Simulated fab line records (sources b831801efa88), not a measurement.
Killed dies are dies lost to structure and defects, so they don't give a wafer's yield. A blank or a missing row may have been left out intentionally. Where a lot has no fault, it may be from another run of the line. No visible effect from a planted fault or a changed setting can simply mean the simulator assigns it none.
Which of the tools did it? ; flow sky130 ; 12 lots with 34 wafers sampled at 5 steps, on a route of 708 steps

WHAT THE GAUGES READ, wafer by wafer
No reading from a measuring or inspecting step in the record can be judged against a usual standard deviation.

EACH LOT AND THE TOOL THAT RAN IT (in order: tool; ch and the chambers of the sampled wafers; start)
lot;SKY_FIELD_ISO_ETCH_17;SKY_DNWELL_STRIP_08;SKY_VIA1_CMP_24;SKY_METAL3_ETCH_16;SKY_PAD_OPEN_PROBE_99
L255;rie-si-01 ch 0,3, day 2 04:17;plasma-asher-01 ch 0,1, day 3 05:08;cmp-01 ch 0,2,3, day 34 00:59;rie-metal-02 ch 0,1, day 38 13:36;-
L256;rie-si-01 ch 0,1, day 2 12:11;plasma-asher-04 ch 0,1, day 3 10:08;cmp-02 ch 1,3, day 34 05:17;rie-metal-02 ch 0,1, day 38 17:09;prober-01, day 45 22:58
L257;rie-si-02 ch 0,2,3, day 2 16:33;plasma-asher-01 ch 0,1, day 3 15:47;cmp-01 ch 0,1,3, day 34 14:11;rie-metal-04 ch 0,1, day 39 01:07;-
L258;rie-si-02 ch 0,1,2, day 2 23:50;plasma-asher-01 ch 0,1, day 3 23:16;cmp-02 ch 0,3, day 35 12:26;rie-metal-02 ch 0,1, day 39 22:32;-
L267;rie-si-02 ch 1,2,3, day 4 18:50;plasma-asher-01 ch 0, day 5 20:14;cmp-02 ch 0,1,2, day 38 03:38;rie-metal-01 ch 0,1, day 42 09:10;-
L269;rie-si-02 ch 1,2, day 5 07:05;plasma-asher-02 ch 0,1, day 6 07:59;cmp-02 ch 0,1, day 38 08:25;rie-metal-02 ch 0, day 42 14:15;-
L270;rie-si-02 ch 1,2, day 5 12:26;plasma-asher-04 ch 1, day 6 14:35;cmp-01 ch 0,2, day 38 20:38;rie-metal-04 ch 0,1, day 43 02:30;-
L272;rie-si-01 ch 0,1,2, day 5 21:38;plasma-asher-02 ch 0,1, day 7 05:53;cmp-01 ch 0,1,2, day 39 10:41;rie-metal-02 ch 0,1, day 43 15:40;-
L274;rie-si-01 ch 0,3, day 6 07:32;plasma-asher-02 ch 0,1, day 7 12:28;cmp-01 ch 1,3, day 40 05:38;rie-metal-02 ch 0,1, day 44 08:04;-
L275;rie-si-01 ch 0,1,3, day 6 12:33;plasma-asher-01 ch 0,1, day 7 18:38;cmp-01 ch 0,2, day 40 09:33;rie-metal-01 ch 0,1, day 44 12:22;-
L277;rie-si-01 ch 0,1, day 7 01:47;plasma-asher-04 ch 0,1, day 8 05:26;cmp-01 ch 0,3, day 40 22:25;rie-metal-02 ch 0,1, day 45 00:33;-
L278;rie-si-01 ch 1,2, day 7 06:24;plasma-asher-02 ch 0,1, day 8 10:16;cmp-01 ch 0,1, day 41 02:05;rie-metal-04 ch 0,1, day 45 03:38;-
- SKY_FIELD_ISO_ETCH_17: etches Si in HBr/Cl2/O2, target depth 342 nm, time 97.7 s.
- SKY_DNWELL_STRIP_08: strips in O2/N2.
- SKY_VIA1_CMP_24: polishes, stops on SiO2, t overpolish 15 s, target thk 0 nm.
- SKY_METAL3_ETCH_16: etches BARC in N2/H2, stops on SiO2, time 88.2 s, target depth 60 nm.
- SKY_PAD_OPEN_PROBE_99

WHAT THE TOOLS THEMSELVES READ (means of the sampled wafers that have a number; where no wafer has one, the mark that the record gives instead)
SKY_FIELD_ISO_ETCH_17.
lot;tool;drypump-motor-current-A (A);mfc-cl2-sccm (sccm);oes-product-au (a.u.);throttle-valve-pct (%)
L255;rie-si-01;5.2;40.00;0.988;25.662
L256;rie-si-01;5.6;40.05;0.986;25.668
L257;rie-si-02;6.0;39.97;1.000;25.661
L258;rie-si-02;6.0;40.10;1.000;25.657
L267;rie-si-02;6.0;39.98;1.153;25.554
L269;rie-si-02;5.8;39.91;1.108;25.581
L270;rie-si-02;5.7;40.05;1.211;25.517
L272;rie-si-01;5.5;40.02;0.982;25.674
L274;rie-si-01;5.2;40.11;0.999;25.656
L275;rie-si-01;5.4;40.07;0.988;25.659
L277;rie-si-01;5.6;39.94;0.991;25.662
L278;rie-si-01;5.5;40.07;0.983;25.666

SKY_DNWELL_STRIP_08.
lot;tool;drypump-motor-current-A (A);oes-product-au (a.u.);strip-time-to-endpoint-s (s)
L255;plasma-asher-01;5.7;0.724;36.88
L256;plasma-asher-04;5.8;0.723;36.95
L257;plasma-asher-01;5.6;0.728;36.85
L258;plasma-asher-01;5.7;0.723;37.06
L267;plasma-asher-01;5.4;0.724;37.03
L269;plasma-asher-02;5.8;0.724;37.02
L270;plasma-asher-04;5.5;0.719;36.89
L272;plasma-asher-02;5.9;0.720;37.11
L274;plasma-asher-02;5.9;0.723;36.91
L275;plasma-asher-01;5.6;0.724;36.93
L277;plasma-asher-04;5.7;0.724;36.99
L278;plasma-asher-02;5.6;0.725;37.06

SKY_VIA1_CMP_24.
lot;tool;head-pressure-psi (psi);motor-current-A (A);overpolish-run-s (s);time-to-endpoint-s (s)
L255;cmp-01;3.503;9.9;15.004;65.9
L256;cmp-02;3.505;10.7;15.016;65.2
L257;cmp-01;3.506;10.5;15.012;68.1
L258;cmp-02;3.500;9.6;15.003;64.7
L267;cmp-02;3.494;9.8;15.006;65.9
L269;cmp-02;3.499;10.4;14.988;64.0
L270;cmp-01;3.498;9.7;15.008;65.8
L272;cmp-01;3.500;10.6;15.001;66.2
L274;cmp-01;3.499;11.1;14.997;65.6
L275;cmp-01;3.495;9.8;15.000;62.4
L277;cmp-01;3.494;9.8;14.996;65.8
L278;cmp-01;3.499;10.4;14.999;65.5

SKY_METAL3_ETCH_16.
lot;tool;drypump-motor-current-A (A);oes-product-au (a.u.);throttle-valve-pct (%)
L255;rie-metal-02;6.4;0.624;13.217
L256;rie-metal-02;6.2;0.626;13.203
L257;rie-metal-04;6.6;0.627;13.203
L258;rie-metal-02;6.2;0.626;13.203
L267;rie-metal-01;5.4;0.628;13.207
L269;rie-metal-02;6.0;0.625;13.198
L270;rie-metal-04;6.6;0.630;13.207
L272;rie-metal-02;6.4;0.622;13.202
L274;rie-metal-02;6.4;0.630;13.212
L275;rie-metal-01;5.4;0.629;13.198
L277;rie-metal-02;6.2;0.619;13.212
L278;rie-metal-04;6.6;0.625;13.202

SKY_PAD_OPEN_PROBE_99.
lot;tool;killed_at_M0_to_M3;killed_at_M4_up;killed-at-contacts;killed-at-front-end;killed-at-other;killed-dies;killed-open;killed-short
L256;prober-01;34;4.0;26;14;1.0;80;47;33

THE ANSWER, worked out from the rows above alone
Rule: usual is defined by the lots themselves. The widest of any qualifying gaps counts: lots, ordered by their means at a reading, are off when they make up no more than a third of the lots, leave a main group of 4 or more, and stand apart from it by 3 or more times the standard deviation of that group's means. If all means in a main group match to the digits the tables above print for the reading, that group is not used. A lot without any number at a reading at which 4 lots or more have one is off too. Any other lot the step has rows for is counted as sound. After the gauges, taken in route order, come the tools' own readings; for these a lot's mean is taken, as printed above. The first step at which some lot is off is used, and at that step the reading that is off furthest; a lot without a number counts as furthest.
Off, at SKY_FIELD_ISO_ETCH_17 on oes-product-au: L267, L269, L270. For the main group the mean is 0.991 a.u. and the standard deviation 0.0068.
A tool fits if, at that step or a process step before it, it ran every lot that is off, and no sound lot after the first of them. One candidate fits, namely rie-si-02 at SKY_FIELD_ISO_ETCH_17. A fault onset in the window from L258 (day 2 23:50, its last sound lot) to L267 (day 4 18:50, its first lot off) fits.
The tool's own readings at SKY_FIELD_ISO_ETCH_17 bear it out: on the lots that are off they differ by more than 5 times the standard deviation of the sound lots' means. oes-product-au reads 1.157 a.u. there against 0.991 a.u. on the sound lots; throttle-valve-pct reads 25.551 % there against 25.663 % on the sound lots.

WHAT THE SIMULATOR HAD PUT IN
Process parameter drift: rie-si-02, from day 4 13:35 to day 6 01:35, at SKY_FIELD_ISO_ETCH_17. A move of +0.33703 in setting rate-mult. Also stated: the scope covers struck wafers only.
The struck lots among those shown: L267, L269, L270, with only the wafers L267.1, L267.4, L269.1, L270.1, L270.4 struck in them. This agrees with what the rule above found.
